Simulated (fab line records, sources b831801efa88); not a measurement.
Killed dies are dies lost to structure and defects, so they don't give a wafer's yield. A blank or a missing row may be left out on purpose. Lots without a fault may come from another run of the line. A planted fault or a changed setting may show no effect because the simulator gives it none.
fab line records | flow sky130
record lots=5 wafers=15 last_day=48
route steps=708 shown PWDE@46 NWELL@56
lots that met no fault: from a run of the same line without faults
start_h: hours from the record's first day to the start of the lot's first wafer shown | wait_h: hours since the lot's step before | " the same as in the row above | L1.1+2: a row that stands for several wafers | - no value, or no start given | * or withheld: withheld | < > ~ a bound
route shown NAME@n: a module of which the file shows steps, and the number in the route of the first | usual: mean/standard deviation of fault-free wafers | same: alike in all rows | chamber/n: place in a boat | sites: the reading at each site | _std_site: their standard deviation | _edge_site: outer sites' mean less inner sites' | radius_mm: how far each site lies from the wafer's centre | mask NAME#n: copy n | behind: the tool/chamber that last shaped the wafer | hold: why the lot was held/for how many hours/how that ended | device: the transistor (n, p or np) that didn't switch | end of line: the same wafers' tests at the end of the route | a step without rows: its recipe alone | killed: dies lost to structure and defects at the first sort, not the wafer's yield | map: a wafer's dies, x killed, . not, _ none there
set.NAME: the setting as run; set.NAME@STEP: as run at that earlier step | model.NAME: the simulator's own value behind a step, which no gauge read
lots at some steps of the route; a table a step, a row a wafer
services: from which hour (start_h, from the record's first day; less than 0 if before it) a tool's chamber was out of use, for how many hours, and why
## steps
# step SKY_PWDE_HMDS_01
# recipe prime_time_s=60 prime_temp_c=120
# columns lot.wafer tool chamber start_h wait_h
L076.1+2+4 litho_track-04 0 68.63 0.1
L078.2+3+5 litho_track-02 0 83.86 0.1
L080.1+2+6 litho_track-02 0 94.39 0.1
L087.1+4+6 litho_track-02 0 131.34 0.1
L089.3+5+6 litho_track-01 0 142.22 0.1
# step SKY_PWDE_COAT_02
# recipe spin_rpm=2000 resist_thk_nm=3000
# columns lot.wafer tool chamber start_h wait_h
L076.1+2+4 litho_track-04 0 68.78 0.1
L078.2+3+5 litho_track-02 0 84.01 0.1
L080.1+2+6 litho_track-02 0 94.54 0.1
L087.1+4+6 litho_track-02 0 131.49 0.1
L089.3+5+6 litho_track-01 0 142.37 0.1
# step SKY_PWDE_SOFTBAKE_03
# recipe temp_c=110 time_s=withheld
# usual heater_power_total_W=65.33/0.13
# columns lot.wafer tool chamber start_h wait_h heater_power_total_W
L076.1 litho_track-04 0 68.93 0.1 65.41
L076.2 " 0 " " 65.19
L076.4 " 0 " " 65.49
L078.2 litho_track-02 0 84.17 0.1 65.27
L078.3 " 0 " " 65.13
L078.5 " 0 " " 65.57
L080.1 litho_track-02 0 94.69 0.1 65.47
L080.2 " 0 " " 65.24
L080.6 " 0 " " 65.25
L087.1 litho_track-02 0 131.64 0.1 65.42
L087.4 " 0 " " 65.08
L087.6 " 0 " " 65.43
L089.3 litho_track-01 0 142.53 0.1 65.24
L089.5 " 0 " " 65.20
L089.6 " 0 " " 65.44
# step SKY_PWDE_EXPOSE_04
# recipe mask_id=PWDEM na=0.6 source_shape=conventional sigma_outer=0.6 polarization=unpolarized target_cd_nm=840 dose_mj=214
# same sigma_outer=0.6
# columns lot.wafer tool chamber start_h wait_h mask
L076.1+2+4 iline_stepper-01 0 - - PWDEM#0
L078.2+3+5 iline_stepper-02 0 - - PWDEM#0
L080.1+2+6 iline_stepper-01 0 - - PWDEM#0
L087.1+4+6 iline_stepper-01 0 - - PWDEM#0
L089.3+5+6 iline_stepper-01 0 - - PWDEM#0
# step SKY_PWDE_PEB_05
# recipe temp_c=115 time_s=withheld
# usual heater_power_total_W=69.32/0.13
# columns lot.wafer tool chamber start_h wait_h heater_power_total_W
L076.1 litho_track-02 0 - - 69.28
L076.2 " 0 " " 69.45
L076.4 " 0 " " 69.17
L078.2 litho_track-02 0 - - 69.38
L078.3 " 0 " " 69.24
L078.5 " 0 " " 69.19
L080.1 litho_track-02 0 - - 69.29
L080.2 " 0 " " 69.24
L080.6 " 0 " " 69.05
L087.1 litho_track-01 0 - - 69.47
L087.4 " 0 " " 69.24
L087.6 " 0 " " 69.24
L089.3 litho_track-04 0 - - 69.48
L089.5 " 0 " " 69.08
L089.6 " 0 " " 69.36
# step SKY_PWDE_DEVELOP_06
# recipe wall_angle_deg=90 developer=TMAH develop_time_s=60 dev_temp_c=23
# usual developer_temp_C=22.99/0.1
# columns lot.wafer tool chamber start_h wait_h developer_temp_C
L076.1 litho_track-02 0 - - 23.01
L076.2 " 0 " " 22.98
L076.4 " 0 " " 23.21
L078.2 litho_track-02 0 - - 22.93
L078.3 " 0 " " 22.82
L078.5 " 0 " " 22.88
L080.1 litho_track-02 0 - - 23.00
L080.2 " 0 " " 22.96
L080.6 " 0 " " 23.05
L087.1 litho_track-01 0 - - 22.94
L087.4 " 0 " " 23.04
L087.6 " 0 " " 23.08
L089.3 litho_track-04 0 - - 22.90
L089.5 " 0 " " 23.03
L089.6 " 0 " " 23.04
# step SKY_PWDE_OVL_MEAS_07
# usual PWDE_OVL=-1.6/1.4
# columns lot.wafer tool chamber start_h wait_h PWDE_OVL[nm]
L076.1 overlay-01 - 76.99 - -3.9
L076.2 " - " " -2.0
L076.4 " - " " -2.4
L078.2 overlay-02 - 92.69 - -0.5
L078.3 " - " " 0.1
L078.5 " - " " -2.2
L080.1 overlay-02 - 103.34 - -1.1
L080.2 " - " " -1.5
L080.6 " - " " -0.7
L087.1 overlay-01 - 141.37 - -2.4
L087.4 " - " " -1.9
L087.6 " - " " -1.3
L089.3 overlay-02 - 152.99 - -2.4
L089.5 " - " " -1.6
L089.6 " - " " -2.0
# step SKY_PWDE_IMPLANT_08
# recipe species=B energy_kev=150 dose_cm2=3.6e+12 tilt_deg=withheld
# usual end_station_pressure_torr=5.02e-06/2.6e-07
# columns lot.wafer tool chamber start_h wait_h end_station_pressure_torr
L076.1 implanter-03 0 77.02 0.0 5.69e-06
L076.2 " 0 " " 4.99e-06
L076.4 " 0 " " 5.41e-06
L078.2 implanter-02 0 92.75 0.0 5.03e-06
L078.3 " 0 " " 5.4e-06
L078.5 " 0 " " 4.68e-06
L080.1 implanter-04 0 103.37 0.0 5.26e-06
L080.2 " 0 " " 4.89e-06
L080.6 " 0 " " 5.1e-06
L087.1 implanter-04 0 141.40 0.0 5.25e-06
L087.4 " 0 " " 5.2e-06
L087.6 " 0 " " 5.22e-06
L089.3 implanter-02 0 153.06 0.1 4.46e-06
L089.5 " 0 " " 5.1e-06
L089.6 " 0 " " 5.01e-06
# step SKY_PWDE_STRIP_09
# recipe chemistry=O2/N2 power_w=1400 pressure_mtorr=1500 platen_temp_c=withheld o2_flow_sccm=3000 n2_flow_sccm=300 overash_fraction=0.5
# usual drypump_motor_current_A=5.7/0.47 oes_product_au=0.723/0.0047 strip_time_to_endpoint_s=36.93/0.089
# columns lot.wafer tool chamber start_h wait_h drypump_motor_current_A oes_product_au rf_hours_counter_h strip_time_to_endpoint_s
L076.1 plasma_asher-01 1 77.17 0.1 5.6 0.726 38 36.91
L076.2 " 0 " " 5.0 0.722 38 36.91
L076.4 " 0 " " 5.1 0.725 - 36.88
L078.2 plasma_asher-02 1 92.87 0.1 5.8 0.728 27 36.92
L078.3 " 0 " " 6.4 0.721 - 37.06
L078.5 " 0 " " 6.4 0.718 - 36.90
L080.1 plasma_asher-03 1 103.52 0.1 5.4 0.720 42 36.79
L080.2 " 0 " " 6.3 0.727 42 36.86
L080.6 " 1 " " 5.4 0.722 - 36.83
L087.1 plasma_asher-01 1 141.55 0.1 5.6 0.725 2 36.82
L087.4 " 1 " " 5.6 0.723 - 36.91
L087.6 " 1 " " 5.6 0.720 - 36.81
L089.3 plasma_asher-01 0 153.20 0.1 5.1 0.729 - 37.02
L089.5 " 1 " " 5.6 0.732 - 36.94
L089.6 " 0 " " 5.1 0.722 - 36.97
# step SKY_PWDE_TW_MEAS_10
# usual PWDE_TW=374.3/1.7
# columns lot.wafer tool chamber start_h wait_h PWDE_TW
L076.1 film_metro-01 - 77.27 0.1 373.5
L076.2 " - " " 372.2
L076.4 " - " " 370.8
L078.2 film_metro-02 - 92.98 0.1 373.0
L078.3 " - " " 374.1
L078.5 " - " " 372.9
L080.1 film_metro-02 - 103.62 0.1 378.3
L080.2 " - " " 376.0
L080.6 " - " " 376.0
L087.1 film_metro-01 - 141.65 0.1 374.2
L087.4 " - " " 374.7
L087.6 " - " " 376.9
L089.3 film_metro-01 - 153.28 0.1 375.9
L089.5 " - " " 376.7
L089.6 " - " " 376.6
# step SKY_NWELL_DEHYDRATE_03
# recipe temp_c=200 time_s=60
# usual heater_power_total_W=160.37/0.13
# columns lot.wafer tool chamber start_h wait_h heater_power_total_W
L076.1 litho_track-04 0 85.03 7.7 160.32
L076.2 " 0 " " 160.29
L076.4 " 0 " " 160.17
L078.2 litho_track-02 0 100.81 7.8 160.41
L078.3 " 0 " " 160.52
L078.5 " 0 " " 160.39
L080.1 litho_track-02 0 111.94 8.3 160.52
L080.2 " 0 " " 160.45
L080.6 " 0 " " 160.37
L087.1 litho_track-02 0 150.89 9.2 160.28
L087.4 " 0 " " 160.19
L087.6 " 0 " " 160.47
L089.3 litho_track-03 0 162.27 9.0 160.46
L089.5 " 0 " " 160.34
L089.6 " 0 " " 160.17
# step SKY_NWELL_HMDS_04
# recipe prime_time_s=60 prime_temp_c=120
# columns lot.wafer tool chamber start_h wait_h
L076.1+2+4 litho_track-04 0 85.18 0.1
L078.2+3+5 litho_track-02 0 100.96 0.1
L080.1+2+6 litho_track-02 0 112.09 0.1
L087.1+4+6 litho_track-02 0 151.04 0.1
L089.3+5+6 litho_track-03 0 162.42 0.1
# step SKY_NWELL_COAT_05
# recipe spin_rpm=2000 resist_thk_nm=2950
# columns lot.wafer tool chamber start_h wait_h
L076.1+2+4 litho_track-04 0 85.33 0.1
L078.2+3+5 litho_track-02 0 101.11 0.1
L080.1+2+6 litho_track-02 0 112.24 0.1
L087.1+4+6 litho_track-02 0 151.19 0.1
L089.3+5+6 litho_track-03 0 162.57 0.1
# step SKY_NWELL_SOFTBAKE_06
# recipe temp_c=110 time_s=withheld
# usual heater_power_total_W=65.31/0.13
# columns lot.wafer tool chamber start_h wait_h heater_power_total_W
L076.1 litho_track-04 0 85.48 0.1 65.31
L076.2 " 0 " " 65.46
L076.4 " 0 " " 65.53
L078.2 litho_track-02 0 101.27 0.1 65.23
L078.3 " 0 " " 65.23
L078.5 " 0 " " 65.38
L080.1 litho_track-02 0 112.39 0.1 65.43
L080.2 " 0 " " 65.09
L080.6 " 0 " " 65.10
L087.1 litho_track-02 0 151.34 0.1 65.25
L087.4 " 0 " " 65.39
L087.6 " 0 " " 65.36
L089.3 litho_track-03 0 162.74 0.1 65.25
L089.5 " 0 " " 65.28
L089.6 " 0 " " 65.46
# step SKY_NWELL_EXPOSE_07
# recipe mask_id=NWM na=0.6 source_shape=conventional sigma_outer=0.6 polarization=unpolarized target_cd_nm=840 dose_mj=255
# same sigma_outer=0.6
# columns lot.wafer tool chamber start_h wait_h mask
L076.1+2+4 iline_stepper-01 0 - - NWM#0
L078.2+3+5 iline_stepper-02 0 - - NWM#0
L080.1+2+6 iline_stepper-02 0 - - NWM#0
L087.1+4+6 iline_stepper-01 0 - - NWM#0
L089.3+5+6 iline_stepper-01 0 - - NWM#0
# step SKY_NWELL_PEB_08
# recipe temp_c=115 time_s=withheld
# usual heater_power_total_W=69.34/0.14
# columns lot.wafer tool chamber start_h wait_h heater_power_total_W
L076.1 litho_track-04 0 - - 69.28
L076.2 " 0 " " 69.22
L076.4 " 0 " " 69.33
L078.2 litho_track-03 0 - - 69.17
L078.3 " 0 " " 69.28
L078.5 " 0 " " 69.32
L080.1 litho_track-02 0 - - 69.15
L080.2 " 0 " " 69.32
L080.6 " 0 " " 69.49
L087.1 litho_track-04 0 - - 69.31
L087.4 " 0 " " 69.42
L087.6 " 0 " " 69.28
L089.3 litho_track-02 0 - - 69.17
L089.5 " 0 " " 69.38
L089.6 " 0 " " 69.31
# step SKY_NWELL_DEVELOP_09
# recipe wall_angle_deg=90 developer=TMAH develop_time_s=60 dev_temp_c=23
# usual developer_temp_C=23.03/0.093
# columns lot.wafer tool chamber start_h wait_h developer_temp_C
L076.1 litho_track-04 0 - - 23.05
L076.2 " 0 " " 23.03
L076.4 " 0 " " 23.05
L078.2 litho_track-03 0 - - 23.08
L078.3 " 0 " " 23.14
L078.5 " 0 " " 23.10
L080.1 litho_track-02 0 - - 22.85
L080.2 " 0 " " 22.95
L080.6 " 0 " " 22.93
L087.1 litho_track-04 0 - - 23.02
L087.4 " 0 " " 23.00
L087.6 " 0 " " 23.16
L089.3 litho_track-02 0 - - 22.99
L089.5 " 0 " " 23.02
L089.6 " 0 " " 22.97
# step SKY_NWELL_OVL_MEAS_10
# usual NWELL_00_OVL=0.1/1.5
# columns lot.wafer tool chamber start_h wait_h NWELL_00_OVL[nm]
L076.1 overlay-02 - 93.68 - 1.3
L076.2 " - " " 2.6
L076.4 " - " " 1.1
L078.2 overlay-01 - 110.78 - -2.0
L078.3 " - " " 0.1
L078.5 " - " " -2.2
L080.1 overlay-02 - 121.44 - -3.9
L080.2 " - " " -3.9
L080.6 " - " " -2.5
L087.1 overlay-01 - 161.43 - 0.4
L087.4 " - " " 1.2
L087.6 " - " " 1.3
L089.3 overlay-01 - 173.05 - -1.1
L089.5 " - " " -1.3
L089.6 " - " " -1.5
# step SKY_NWELL_IMPLANT_11
# recipe species=P energy_kev=400 dose_cm2=1.9e+13 tilt_deg=withheld
# usual end_station_pressure_torr=5.08e-06/2.6e-07
# columns lot.wafer tool chamber start_h wait_h end_station_pressure_torr
L076.1 implanter-03 0 93.71 0.0 4.78e-06
L076.2 " 0 " " 4.78e-06
L076.4 " 0 " " 4.75e-06
L078.2 implanter-03 0 110.83 0.0 4.72e-06
L078.3 " 0 " " 4.82e-06
L078.5 " 0 " " 5.13e-06
L080.1 implanter-03 0 121.47 0.0 5.08e-06
L080.2 " 0 " " 5.46e-06
L080.6 " 0 " " 4.9e-06
L087.1 implanter-02 0 161.46 0.0 5.45e-06
L087.4 " 0 " " 5.14e-06
L087.6 " 0 " " 5.1e-06
L089.3 implanter-03 0 173.12 0.1 5.03e-06
L089.5 " 0 " " 5.12e-06
L089.6 " 0 " " 4.67e-06
# step SKY_NWELL_IMPLANT_12
# recipe species=P energy_kev=120 dose_cm2=1.3e+12 tilt_deg=withheld
# usual end_station_pressure_torr=5.01e-06/2.6e-07
# columns lot.wafer tool chamber start_h wait_h end_station_pressure_torr
L076.1 implanter-03 0 93.86 0.1 4.89e-06
L076.2 " 0 " " 5.54e-06
L076.4 " 0 " " 5.15e-06
L078.2 implanter-03 0 110.98 0.1 5.28e-06
L078.3 " 0 " " 4.95e-06
L078.5 " 0 " " 5.06e-06
L080.1 implanter-03 0 121.62 0.1 4.95e-06
L080.2 " 0 " " 5.53e-06
L080.6 " 0 " " 5.05e-06
L087.1 implanter-02 0 161.61 0.1 5.05e-06
L087.4 " 0 " " 5.02e-06
L087.6 " 0 " " 5.3e-06
L089.3 implanter-03 0 173.27 0.1 5e-06
L089.5 " 0 " " 4.98e-06
L089.6 " 0 " " 4.77e-06
# step SKY_NWELL_IMPLANT_13
# recipe species=P energy_kev=50 dose_cm2=7e+11 tilt_deg=withheld
# usual end_station_pressure_torr=5.02e-06/2.5e-07
# columns lot.wafer tool chamber start_h wait_h end_station_pressure_torr
L076.1 implanter-03 0 94.01 0.1 5.45e-06
L076.2 " 0 " " 5.15e-06
L076.4 " 0 " " 4.79e-06
L078.2 implanter-03 0 111.13 0.1 4.93e-06
L078.3 " 0 " " 4.84e-06
L078.5 " 0 " " 5.07e-06
L080.1 implanter-03 0 121.77 0.1 4.69e-06
L080.2 " 0 " " 5.11e-06
L080.6 " 0 " " 4.83e-06
L087.1 implanter-02 0 161.76 0.1 5.13e-06
L087.4 " 0 " " 4.9e-06
L087.6 " 0 " " 4.68e-06
L089.3 implanter-03 0 173.42 0.1 5.19e-06
L089.5 " 0 " " 5.1e-06
L089.6 " 0 " " 4.92e-06
# step SKY_NWELL_STRIP_14
# recipe chemistry=O2/N2 power_w=1400 pressure_mtorr=1500 platen_temp_c=withheld o2_flow_sccm=3000 n2_flow_sccm=300 overash_fraction=0.5
# usual drypump_motor_current_A=5.8/0.38 oes_product_au=0.722/0.0041 strip_time_to_endpoint_s=36.35/0.081
# columns lot.wafer tool chamber start_h wait_h drypump_motor_current_A oes_product_au rf_hours_counter_h strip_time_to_endpoint_s
L076.1 plasma_asher-03 0 94.16 0.1 6.3 0.719 41 36.40
L076.2 " 1 " " 5.4 0.716 41 36.35
L076.4 " 0 " " 6.3 0.723 - 36.30
L078.2 plasma_asher-02 0 111.26 0.1 6.4 0.729 29 36.44
L078.3 " 1 " " 5.8 0.729 - 36.39
L078.5 " 0 " " 6.4 0.722 - 36.44
L080.1 plasma_asher-03 0 121.92 0.1 6.3 0.722 44 36.39
L080.2 " 1 " " 5.4 0.715 44 36.27
L080.6 " 0 " " 6.3 0.720 - 36.40
L087.1 plasma_asher-04 0 161.91 0.1 5.4 0.723 49 36.37
L087.4 " 1 " " 5.7 0.721 - 36.39
L087.6 " 0 " " 5.4 0.722 - 36.39
L089.3 plasma_asher-04 1 173.55 0.1 5.8 0.721 - 36.39
L089.5 " 0 " " 5.4 0.728 - 36.29
L089.6 " 1 " " 5.8 0.715 - 36.33
# step SKY_NWELL_TW_MEAS_15
# usual NWELL_TW=1822/7.7
# columns lot.wafer tool chamber start_h wait_h NWELL_TW
L076.1 film_metro-01 - 94.26 0.1 1826
L076.2 " - " " 1824
L076.4 " - " " 1822
L078.2 film_metro-02 - 111.37 0.1 1825
L078.3 " - " " 1839
L078.5 " - " " 1829
L080.1 film_metro-02 - 122.02 0.1 1819
L080.2 " - " " 1823
L080.6 " - " " 1831
L087.1 film_metro-02 - 162.01 0.1 1825
L087.4 " - " " 1831
L087.6 " - " " 1837
L089.3 film_metro-03 - 173.64 0.1 1830
L089.5 " - " " 1818
L089.6 " - " " 1817
# step SKY_NWELL_DEHYDRATE_16
# recipe temp_c=200 time_s=60
# usual heater_power_total_W=160.37/0.13
# columns lot.wafer tool chamber start_h wait_h heater_power_total_W
L076.1 litho_track-02 0 102.34 8.1 160.29
L076.2 " 0 " " 160.51
L076.4 " 0 " " 160.47
L078.2 litho_track-02 0 119.66 8.3 160.27
L078.3 " 0 " " 160.40
L078.5 " 0 " " 160.37
L080.1 litho_track-04 0 131.08 9.0 160.38
L080.2 " 0 " " 160.50
L080.6 " 0 " " 160.42
L087.1 litho_track-04 0 171.33 9.3 160.35
L087.4 " 0 " " 160.55
L087.6 " 0 " " 160.18
L089.3 litho_track-03 0 182.72 9.1 160.50
L089.5 " 0 " " 160.32
L089.6 " 0 " " 160.36
# step SKY_NWELL_HMDS_17
# recipe prime_time_s=60 prime_temp_c=120
# columns lot.wafer tool chamber start_h wait_h
L076.1+2+4 litho_track-02 0 102.49 0.1
L078.2+3+5 litho_track-02 0 119.81 0.1
L080.1+2+6 litho_track-04 0 131.23 0.1
L087.1+4+6 litho_track-04 0 171.48 0.1
L089.3+5+6 litho_track-03 0 182.87 0.1
# step SKY_NWELL_COAT_18
# recipe spin_rpm=2000 resist_thk_nm=3000
# columns lot.wafer tool chamber start_h wait_h
L076.1+2+4 litho_track-02 0 102.64 0.1
L078.2+3+5 litho_track-02 0 119.96 0.1
L080.1+2+6 litho_track-04 0 131.38 0.1
L087.1+4+6 litho_track-04 0 171.63 0.1
L089.3+5+6 litho_track-03 0 183.02 0.1
# step SKY_NWELL_SOFTBAKE_19
# recipe temp_c=110 time_s=withheld
# usual heater_power_total_W=65.32/0.13
# columns lot.wafer tool chamber start_h wait_h heater_power_total_W
L076.1 litho_track-02 0 102.79 0.1 65.22
L076.2 " 0 " " 65.10
L076.4 " 0 " " 65.30
L078.2 litho_track-02 0 120.12 0.1 65.24
L078.3 " 0 " " 65.36
L078.5 " 0 " " 65.32
L080.1 litho_track-04 0 131.53 0.1 65.54
L080.2 " 0 " " 65.22
L080.6 " 0 " " 65.26
L087.1 litho_track-04 0 171.78 0.1 65.40
L087.4 " 0 " " 65.37
L087.6 " 0 " " 65.33
L089.3 litho_track-03 0 183.19 0.1 65.41
L089.5 " 0 " " 65.44
L089.6 " 0 " " 65.52
# step SKY_NWELL_EXPOSE_20
# recipe mask_id=NWM_COMPLEMENT na=0.6 source_shape=conventional sigma_outer=0.6 polarization=unpolarized target_cd_nm=840 dose_mj=260
# same sigma_outer=0.6
# columns lot.wafer tool chamber start_h wait_h mask
L076.1+2+4 iline_stepper-01 0 - - NWM_COMPLEMENT#0
L078.2+3+5 iline_stepper-01 0 - - NWM_COMPLEMENT#0
L080.1+2+6 iline_stepper-01 0 - - NWM_COMPLEMENT#0
L087.1+4+6 iline_stepper-02 0 - - NWM_COMPLEMENT#0
L089.3+5+6 iline_stepper-02 0 - - NWM_COMPLEMENT#0
# step SKY_NWELL_PEB_21
# recipe temp_c=115 time_s=withheld
# usual heater_power_total_W=69.32/0.14
# columns lot.wafer tool chamber start_h wait_h heater_power_total_W
L076.1 litho_track-04 0 - - 69.10
L076.2 " 0 " " 69.34
L076.4 " 0 " " 69.29
L078.2 litho_track-04 0 - - 69.09
L078.3 " 0 " " 69.12
L078.5 " 0 " " 69.48
L080.1 litho_track-03 0 - - 69.46
L080.2 " 0 " " 69.59
L080.6 " 0 " " 69.13
L087.1 litho_track-04 0 - - 69.51
L087.4 " 0 " " 69.35
L087.6 " 0 " " 69.46
L089.3 litho_track-02 0 - - 69.16
L089.5 " 0 " " 69.14
L089.6 " 0 " " 69.52
# step SKY_NWELL_DEVELOP_22
# recipe wall_angle_deg=90 developer=TMAH develop_time_s=57.6 dev_temp_c=23
# usual developer_temp_C=23.02/0.11
# columns lot.wafer tool chamber start_h wait_h developer_temp_C
L076.1 litho_track-04 0 - - 22.93
L076.2 " 0 " " 22.90
L076.4 " 0 " " 22.93
L078.2 litho_track-04 0 - - 23.13
L078.3 " 0 " " 23.00
L078.5 " 0 " " 23.03
L080.1 litho_track-03 0 - - 22.76
L080.2 " 0 " " 23.10
L080.6 " 0 " " 23.01
L087.1 litho_track-04 0 - - 23.01
L087.4 " 0 " " 22.89
L087.6 " 0 " " 23.08
L089.3 litho_track-02 0 - - 22.97
L089.5 " 0 " " 22.92
L089.6 " 0 " " 22.90
# step SKY_NWELL_OVL_MEAS_23
# usual NWELL_01_OVL=-0.8/1.3
# columns lot.wafer tool chamber start_h wait_h NWELL_01_OVL[nm]
L076.1 overlay-02 - 111.73 - -0.7
L076.2 " - " " -0.2
L076.4 " - " " 0.1
L078.2 overlay-02 - 129.63 - 0.3
L078.3 " - " " -0.7
L078.5 " - " " 1.2
L080.1 overlay-02 - 141.22 - -2.0
L080.2 " - " " 2.3
L080.6 " - " " -0.9
L087.1 overlay-01 - 181.83 - 0.6
L087.4 " - " " -1.8
L087.6 " - " " 0.7
L089.3 overlay-01 - 193.80 - -1.4
L089.5 " - " " -0.7
L089.6 " - " " -0.6
# step SKY_NWELL_IMPLANT_24
# recipe species=B energy_kev=140 dose_cm2=9.2e+12 tilt_deg=withheld
# usual end_station_pressure_torr=5.1e-06/2.9e-07
# columns lot.wafer tool chamber start_h wait_h end_station_pressure_torr
L076.1 implanter-01 0 111.76 0.0 5.14e-06
L076.2 " 0 " " 5e-06
L076.4 " 0 " " 4.92e-06
L078.2 implanter-02 0 129.69 0.0 4.99e-06
L078.3 " 0 " " 5.07e-06
L078.5 " 0 " " 5.51e-06
L080.1 implanter-03 0 141.26 0.0 5.24e-06
L080.2 " 0 " " 5.39e-06
L080.6 " 0 " " 4.91e-06
L087.1 implanter-01 0 181.86 0.0 5.14e-06
L087.4 " 0 " " 4.81e-06
L087.6 " 0 " " 4.31e-06
L089.3 implanter-01 0 193.87 0.1 4.68e-06
L089.5 " 0 " " 5.72e-06
L089.6 " 0 " " 5.61e-06
# step SKY_NWELL_STRIP_25
# recipe chemistry=O2/N2 power_w=1400 pressure_mtorr=1500 platen_temp_c=withheld o2_flow_sccm=3000 n2_flow_sccm=300 overash_fraction=0.5
# usual drypump_motor_current_A=5.9/0.4 oes_product_au=0.723/0.0048 strip_time_to_endpoint_s=36.93/0.094
# columns lot.wafer tool chamber start_h wait_h drypump_motor_current_A oes_product_au rf_hours_counter_h strip_time_to_endpoint_s
L076.1 plasma_asher-02 1 111.91 0.1 5.8 0.722 29 37.00
L076.2 " 0 " " 6.4 0.713 29 37.02
L076.4 " 0 " " 6.4 0.730 - 36.98
L078.2 plasma_asher-02 1 129.81 0.1 5.7 0.722 31 36.87
L078.3 " 0 " " 6.4 0.723 - 36.93
L078.5 " 0 " " 6.4 0.723 - 36.90
L080.1 plasma_asher-03 1 141.41 0.1 5.4 0.727 46 36.98
L080.2 " 0 " " 6.3 0.728 46 36.85
L080.6 " 1 " " 5.4 0.721 - 36.94
L087.1 plasma_asher-04 1 182.01 0.1 5.8 0.712 52 37.07
L087.4 " 1 " " 5.8 0.730 - 37.06
L087.6 " 1 " " 5.8 0.720 - 37.03
L089.3 plasma_asher-02 0 194.00 0.1 6.4 0.724 - 36.84
L089.5 " 0 " " 6.4 0.727 - 36.98
L089.6 " 1 " " 5.8 0.713 - 36.87
# step SKY_NWELL_TW_MEAS_26
# usual NWELL_2_TW=496.6/2.4
# columns lot.wafer tool chamber start_h wait_h NWELL_2_TW
L076.1 film_metro-01 - 112.01 0.1 501.7
L076.2 " - " " 500.1
L076.4 " - " " 499.0
L078.2 film_metro-03 - 129.92 0.1 495.9
L078.3 " - " " 491.0
L078.5 " - " " 491.8
L080.1 film_metro-02 - 141.51 0.1 500.5
L080.2 " - " " 496.9
L080.6 " - " " 495.1
L087.1 film_metro-03 - 182.11 0.1 500.1
L087.4 " - " " 498.5
L087.6 " - " " 496.4
L089.3 film_metro-02 - 194.09 0.1 493.2
L089.5 " - " " 497.4
L089.6 " - " " 495.1
# step SKY_NWELL_CLEAN_27
# recipe chemistry=SC1/SC2 mix=1:4:20 temp_c=70 time_s=150 dry=n2_spin
# columns lot.wafer tool chamber start_h wait_h
L076.1+2+4 wet_bench-03 1 112.07 0.1
L078.2+3+5 wet_bench-01 0 129.97 0.0
L080.1+2+6 wet_bench-01 0 141.57 0.1
L087.1+4+6 wet_bench-01 2 182.17 0.1
L089.3+5+6 wet_bench-03 3 194.13 0.0
# step SKY_NWELL_RTA_28
# recipe temp_c=1050 time_s=30 idle_temp_c=650 ramp_up_c_per_s=150 ramp_down_c_per_s=90 ambient=N2
# usual lamp_power_pct=25.31/0.053 ramp_up_c_per_s=150.00/0.029 wafer_temp_C_max=1054.9/0.91
# columns lot.wafer tool chamber start_h wait_h lamp_power_pct ramp_up_c_per_s wafer_temp_C_max
L076.1 rtp_anneal-01 0 112.12 0.0 25.35 150.03 1053.6
L076.2 " 0 " " 25.25 150.02 1056.2
L076.4 " 0 " " 25.26 150.02 1055.1
L078.2 rtp_anneal-02 0 130.04 0.0 25.24 149.96 1054.5
L078.3 " 0 " " 25.34 150.05 1054.2
L078.5 " 0 " " 25.35 149.98 1057.2
L080.1 rtp_anneal-02 0 141.62 0.0 25.32 150.02 1055.1
L080.2 " 0 " " 25.29 149.99 1054.7
L080.6 " 0 " " 25.36 150.05 1053.2
L087.1 rtp_anneal-01 0 182.23 0.0 25.34 150.03 1055.6
L087.4 " 0 " " 25.25 150.03 1055.2
L087.6 " 0 " " 25.31 150.02 1055.2
L089.3 rtp_anneal-01 0 194.21 0.0 25.38 149.95 1055.4
L089.5 " 0 " " 25.26 149.99 1055.0
L089.6 " 0 " " 25.31 150.02 1054.5
# step SKY_NWELL_RS_MEAS_29
# recipe thk_meas_gauge=four-point-probe
# usual NWELL_RS=625.7/1.6
# columns lot.wafer tool chamber start_h wait_h NWELL_RS[ohm/sq]
L076.1 film_metro-03 - 112.22 0.1 626.7
L076.2 " - " " 624.1
L076.4 " - " " 625.3
L078.2 film_metro-03 - 130.14 0.1 625.0
L078.3 " - " " 624.6
L078.5 " - " " 625.3
L080.1 film_metro-02 - 141.72 0.1 628.9
L080.2 " - " " 628.1
L080.6 " - " " 627.6
L087.1 film_metro-01 - 182.33 0.1 624.9
L087.4 " - " " 626.1
L087.6 " - " " 624.6
L089.3 film_metro-03 - 194.32 0.1 623.4
L089.5 " - " " 624.0
L089.6 " - " " 625.2
# step SKY_NWELL_RS_MEAS_31
# recipe thk_meas_gauge=four-point-probe
# usual PWDE_RS=5283/17
# columns lot.wafer tool chamber start_h wait_h PWDE_RS[ohm/sq]
L076.1 film_metro-03 - 112.46 0.1 5279
L076.2 " - " " 5305
L076.4 " - " " 5308
L078.2 film_metro-03 - 130.38 0.1 5262
L078.3 " - " " 5252
L078.5 " - " " 5233
L080.1 film_metro-02 - 141.96 0.1 5260
L080.2 " - " " 5261
L080.6 " - " " 5267
L087.1 film_metro-01 - 182.57 0.1 5275
L087.4 " - " " 5276
L087.6 " - " " 5292
L089.3 film_metro-03 - 194.56 0.1 5286
L089.5 " - " " 5280
L089.6 " - " " 5278
## services
# columns tool chamber start_h hours kind
implanter-01 - 50.20 0.5 repair
iline_stepper-02 - 84.67 4.4 pm
implanter-01 - 87.15 14.8 pm
iline_stepper-01 - 89.98 4.4 pm
implanter-02 - 105.20 6.4 repair
plasma_asher-01 - 108.75 9.0 pm
plasma_asher-01 0 108.75 9.0 vent_cycle
plasma_asher-01 1 108.75 9.0 vent_cycle
implanter-02 - 111.59 12.7 pm
plasma_asher-01 0 117.75 - clean
plasma_asher-01 1 117.75 - clean
plasma_asher-01 - 121.61 2.8 pm
rtp_anneal-02 - 121.88 4.9 pm
plasma_asher-01 - 124.45 1.0 repair
implanter-02 - 140.39 3.5 pm
implanter-04 - 143.47 16.1 pm
iline_stepper-01 - 158.25 3.4 repair
implanter-02 - 171.39 3.9 repair
plasma_asher-02 - 172.60 19.1 repair
implanter-04 - 177.29 6.5 pm
plasma_asher-02 - 186.30 5.3 repair
implanter-02 - 190.71 6.3 repair
iline_stepper-01 - 192.61 1.7 pm
## key
fault none
